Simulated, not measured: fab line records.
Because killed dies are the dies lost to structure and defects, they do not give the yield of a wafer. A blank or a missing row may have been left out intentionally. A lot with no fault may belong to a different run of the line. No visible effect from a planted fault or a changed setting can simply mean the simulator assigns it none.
Split-lot study -- flow sfqLine -- 23 wafers read from 5 lots, route of 325 steps

SPLIT DETAILS
At SFQ_TRILAYER_JJ_TRILAYER_DEP_SPUTTER_110 (material Al, target thk 8 nm, time 10 s), the setting powerW was moved away from the recipe's 500 W on 8 of the 23 wafers read, by -7.1% to +11.2%. For the rest of the wafers, this setting stayed at what the recipe calls for.

The reading is taken at the split's own step.

THE READING
Al_of_TRILAYER_JJ_TRILAYER_DEP_SPUTTER_110.thkNm (the simulator's own value, which no gauge read), in nm, at SFQ_TRILAYER_JJ_TRILAYER_DEP_SPUTTER_110 (material Al, target thk 8 nm, time 10 s). The file gives no usual value for it. Average 8.025 nm, standard deviation 0.13 nm, over the 15 wafers here run with the recipe.

wafer,"tool, chamber at the split","powerW as run, W",against the recipe,"Al_of_TRILAYER_JJ_TRILAYER_DEP_SPUTTER_110.thkNm, nm",against lot-mates on the recipe
L074.2,"pvdSputter-06, -",500,recipe,7.861,-
L074.3,"pvdSputter-06, -",500,recipe,7.92,-
L074.5,"pvdSputter-06, -",500,recipe,7.869,-
L076.1,"pvdSputter-05, -",464.3,-7.1%,7.64,-0.538
L076.2,"pvdSputter-05, -",464.3,-7.1%,7.638,-0.540
L076.3,"pvdSputter-05, -",500,recipe,8.154,-
L076.4,"pvdSputter-05, -",500,recipe,8.116,-
L076.6,"pvdSputter-05, -",500,recipe,8.264,-
L080.1,"pvdSputter-03, -",500,recipe,8.043,-
L080.2,"pvdSputter-03, -",500,recipe,7.968,-
L080.3,"pvdSputter-03, -",500,recipe,8.234,-
L080.4,"pvdSputter-03, -",500,recipe,7.909,-
L080.5,"pvdSputter-03, -",500,recipe,8.175,-
L083.1,"pvdSputter-06, -",555.9,+11.2%,8.838,+0.931
L083.2,"pvdSputter-06, -",500,recipe,7.84,-
L083.3,"pvdSputter-06, -",555.9,+11.2%,9.016,+1.109
L083.5,"pvdSputter-06, -",555.9,+11.2%,8.654,+0.747
L083.6,"pvdSputter-06, -",500,recipe,7.974,-
L084.2,"pvdSputter-05, -",500,recipe,8.003,-
L084.3,"pvdSputter-05, -",481.6,-3.7%,7.771,-0.255
L084.4,"pvdSputter-05, -",481.6,-3.7%,7.81,-0.216
L084.5,"pvdSputter-05, -",500,recipe,8.048,-
L084.6,"pvdSputter-05, -",481.6,-3.7%,7.68,-0.346

THE FIT
A straight line over all 23 wafers: Al_of_TRILAYER_JJ_TRILAYER_DEP_SPUTTER_110.thkNm changes by +0.0688 nm for each +1% of powerW; r = +0.93; the points scatter about the line by 0.13 nm.
The same after taking each lot's own level away (the mean of its wafers on the recipe; 23 wafers): +0.0807 nm for each +1%; r = +0.97; scatter 0.092 nm.
According to that fit, moving powerW by its largest amount changes the reading by 0.9 nm.
Across the lots, their own levels run from 7.8833 to 8.1780 nm, a range of 2.2 times the standard deviation given above.
Thus the slope moves with the lot-to-lot level: the two fits are different.
Check: for one of the wafers moved furthest among these (+11.2%), held out of the fit, the line's prediction against its lot-mates is +0.905 nm. It came out at +0.931 nm against them.

OTHER SPLITS APPLIED TO THESE WAFERS
Note: prior to the reading, these wafers also went through further splits. Each is held against what the fit with the lots' levels taken away leaves over:
other split on the same wafers,wafers away from the commonest value,r with Al_of_TRILAYER_JJ_TRILAYER_DEP_SPUTTER_110.thkNm (lot level and that fit taken away)
SFQ_TRILAYER_I4_VIA_LITHO_PEB_106 pebTimeS,7,+0.27

FILE'S OWN FIT
Al_of_TRILAYER_JJ_TRILAYER_DEP_SPUTTER_110.thkNm changes by +0.0804 nm for each +1% of powerW, r = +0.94.
